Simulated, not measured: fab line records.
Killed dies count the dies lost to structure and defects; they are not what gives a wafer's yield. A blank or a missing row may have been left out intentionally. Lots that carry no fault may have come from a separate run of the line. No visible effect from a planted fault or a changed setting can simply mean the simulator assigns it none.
The tool behind it: which one? + flow sky130 + 39 wafers from 13 lots sampled at 4 of the route's 708 steps

## WHAT EACH GAUGE READ, for each wafer
SKY_VIA4_THK_MEAS_20: measures by xrf. Usual: VIA4_W_THK gives 507 nm (standard deviation 7.8).
| lot  | measured     | on           | VIA4_W_THK (nm) | flag |
|------|--------------|--------------|-----------------|------|
| L825 | day 44 11:05 | filmMetro-01 | 496 500 509     |      |
| L823 | day 44 13:27 | filmMetro-01 | 505 494 496     |      |
| L830 | day 44 15:16 | filmMetro-01 | 503 499 501     |      |
| L831 | day 45 09:40 | filmMetro-01 | 503 507 507     |      |
| L834 | day 46 08:45 | filmMetro-02 | 501 503 508     |      |
| L836 | day 46 11:32 | filmMetro-02 | 510 505 507     |      |
| L835 | day 46 13:28 | filmMetro-03 | 516 513 510     |      |
| L838 | day 47 03:40 | filmMetro-03 | 512 518 517     |      |
| L840 | day 47 09:16 | filmMetro-03 | 514 519 510     |      |
| L844 | day 48 10:13 | filmMetro-01 | 516 506 508     |      |
| L845 | day 48 09:35 | filmMetro-02 | 500 505 491     |      |
| L843 | day 48 12:37 | filmMetro-03 | 508 518 512     |      |
| L846 | day 48 12:32 | filmMetro-01 | 500 510 506     |      |

SKY_PAD_OPEN_BOW_MEAS_13. Usual: PAD_OPEN_BOW gives 47 um (standard deviation 8).
| lot  | measured     | on           | PAD_OPEN_BOW (um) | flag |
|------|--------------|--------------|-------------------|------|
| L825 | day 47 06:56 | filmMetro-03 | 37 38 50          |      |
| L823 | day 47 10:38 | filmMetro-04 | 56 57 62          |      |
| L830 | day 47 13:38 | filmMetro-02 | 41 53 57          |      |
| L831 | day 48 03:49 | filmMetro-04 | 43 38 43          |      |
| L834 | day 48 23:29 | filmMetro-02 | 57 58 63          |      |
| L836 | day 49 04:25 | filmMetro-02 | 37 39 61          |      |
| L835 | day 49 04:46 | filmMetro-03 | 49 49 56          |      |
| L838 | day 49 15:58 | filmMetro-03 | 49 56 38          |      |
| L840 | day 49 20:33 | filmMetro-02 | 42 43 38          |      |
| L844 | day 50 18:03 | filmMetro-02 | 43 51 53          |      |
| L845 | day 50 17:01 | filmMetro-02 | 60 49 59          |      |
| L843 | day 50 20:46 | filmMetro-03 | 44 45 39          |      |
| L846 | day 50 19:49 | filmMetro-03 | 46 51 46          |      |

## WHICH TOOL RAN EACH LOT (tool, then ch and the chambers of the sampled wafers, then the start)
| lot  | SKY_RES_XHIGH_STRIP_08              | SKY_VIA4_ETCH_12                  |
|------|-------------------------------------|-----------------------------------|
| L825 | plasmaAsher-03 ch 0,1, day 28 01:55 | rieDiel-02 ch 0,1,3, day 44 10:03 |
| L823 | plasmaAsher-03 ch 0,1, day 28 04:26 | rieDiel-01 ch 1,2,3, day 44 12:25 |
| L830 | plasmaAsher-03 ch 0,1, day 28 22:46 | rieDiel-02 ch 1,2,3, day 44 14:16 |
| L831 | plasmaAsher-03 ch 0,1, day 29 20:49 | rieDiel-01 ch 0,1,2, day 45 08:28 |
| L834 | plasmaAsher-02 ch 0,1, day 30 23:50 | rieDiel-01 ch 0,3, day 46 07:43   |
| L836 | plasmaAsher-02 ch 0,1, day 31 08:11 | rieDiel-01 ch 1,2,3, day 46 09:45 |
| L835 | plasmaAsher-04 ch 0,1, day 31 11:16 | rieDiel-02 ch 0,2, day 46 12:04   |
| L838 | plasmaAsher-02 ch 0,1, day 31 22:44 | rieDiel-02 ch 2,3, day 47 02:39   |
| L840 | plasmaAsher-04 ch 0,1, day 32 11:43 | rieDiel-03 ch 0,1, day 47 08:15   |
| L844 | plasmaAsher-03 ch 0,1, day 33 22:49 | rieDiel-03 ch 0,1,3, day 48 09:10 |
| L845 | plasmaAsher-04 ch 0,1, day 33 23:43 | rieDiel-02 ch 2,3, day 48 08:34   |
| L843 | plasmaAsher-03 ch 0,1, day 33 23:55 | rieDiel-03 ch 1,2,3, day 48 11:33 |
| L846 | plasmaAsher-04 ch 0,1, day 34 03:28 | rieDiel-01 ch 0,1, day 48 11:25   |
- SKY_RES_XHIGH_STRIP_08: strips in O2/N2.
- SKY_VIA4_ETCH_12: etches SiO2 in C4F8/O2/Ar, stops on TiN, target depth 580 nm.

## AS READ BY THE TOOLS THEMSELVES (means over the sampled wafers that have a number; for cases with no such wafer, the mark the record gives instead)
SKY_RES_XHIGH_STRIP_08. Usual: drypumpMotorCurrentA 5.7 A, standard deviation 0.35; oesProductAu 0.711 a.u., standard deviation 0.0044; stripTimeToEndpointS 14.25 s, standard deviation 0.042.
| lot  | tool           | drypumpMotorCurrentA (A) | oesProductAu (a.u.) | stripTimeToEndpointS (s) | flag |
|------|----------------|--------------------------|---------------------|--------------------------|------|
| L825 | plasmaAsher-03 | 5.5                      | 0.710               | 14.27                    |      |
| L823 | plasmaAsher-03 | 5.5                      | 0.710               | 14.23                    |      |
| L830 | plasmaAsher-03 | 5.8                      | 0.712               | 14.26                    |      |
| L831 | plasmaAsher-03 | 5.5                      | 0.708               | 14.23                    |      |
| L834 | plasmaAsher-02 | 5.6                      | 0.706               | 14.26                    |      |
| L836 | plasmaAsher-02 | 5.6                      | 0.712               | 14.22                    |      |
| L835 | plasmaAsher-04 | 5.9                      | 0.708               | 14.20                    |      |
| L838 | plasmaAsher-02 | 5.6                      | 0.712               | 14.22                    |      |
| L840 | plasmaAsher-04 | 5.7                      | 0.713               | 14.20                    |      |
| L844 | plasmaAsher-03 | 5.6                      | 0.707               | 14.26                    |      |
| L845 | plasmaAsher-04 | 5.9                      | 0.707               | 14.20                    |      |
| L843 | plasmaAsher-03 | 5.8                      | 0.713               | 14.32                    |      |
| L846 | plasmaAsher-04 | 5.7                      | 0.712               | 14.27                    |      |

SKY_VIA4_ETCH_12. Usual: 0.916 a.u. for oesProductAu, sd 0.0047.
| lot  | tool       | oesProductAu (a.u.) | flag |
|------|------------|---------------------|------|
| L825 | rieDiel-02 | 0.915               |      |
| L823 | rieDiel-01 | 0.921               |      |
| L830 | rieDiel-02 | 0.918               |      |
| L831 | rieDiel-01 | 0.918               |      |
| L834 | rieDiel-01 | 0.918               |      |
| L836 | rieDiel-01 | 0.914               |      |
| L835 | rieDiel-02 | 0.917               |      |
| L838 | rieDiel-02 | 0.916               |      |
| L840 | rieDiel-03 | 0.913               |      |
| L844 | rieDiel-03 | 0.916               |      |
| L845 | rieDiel-02 | 0.916               |      |
| L843 | rieDiel-03 | 0.915               |      |
| L846 | rieDiel-01 | 0.918               |      |

## THE ANSWER, worked out from the rows above alone
Rule: take the mean of a lot's wafers that have a number; if it is more than 3 standard deviations from the usual mean, the lot is off. A lot without any number at a reading at which 4 lots or more have one is off too. The other lots that the step has rows for count as sound. The gauges are gone through in route order, then the tools' own readings, and for those a lot's mean is taken as printed above. The first step at which some lot is off is used, and at that step the reading that is off furthest; a lot without a number counts as furthest.
No lot is off on any of the readings shown, so nothing can be concluded from this.

## WHAT THE SIMULATOR HAD INSERTED
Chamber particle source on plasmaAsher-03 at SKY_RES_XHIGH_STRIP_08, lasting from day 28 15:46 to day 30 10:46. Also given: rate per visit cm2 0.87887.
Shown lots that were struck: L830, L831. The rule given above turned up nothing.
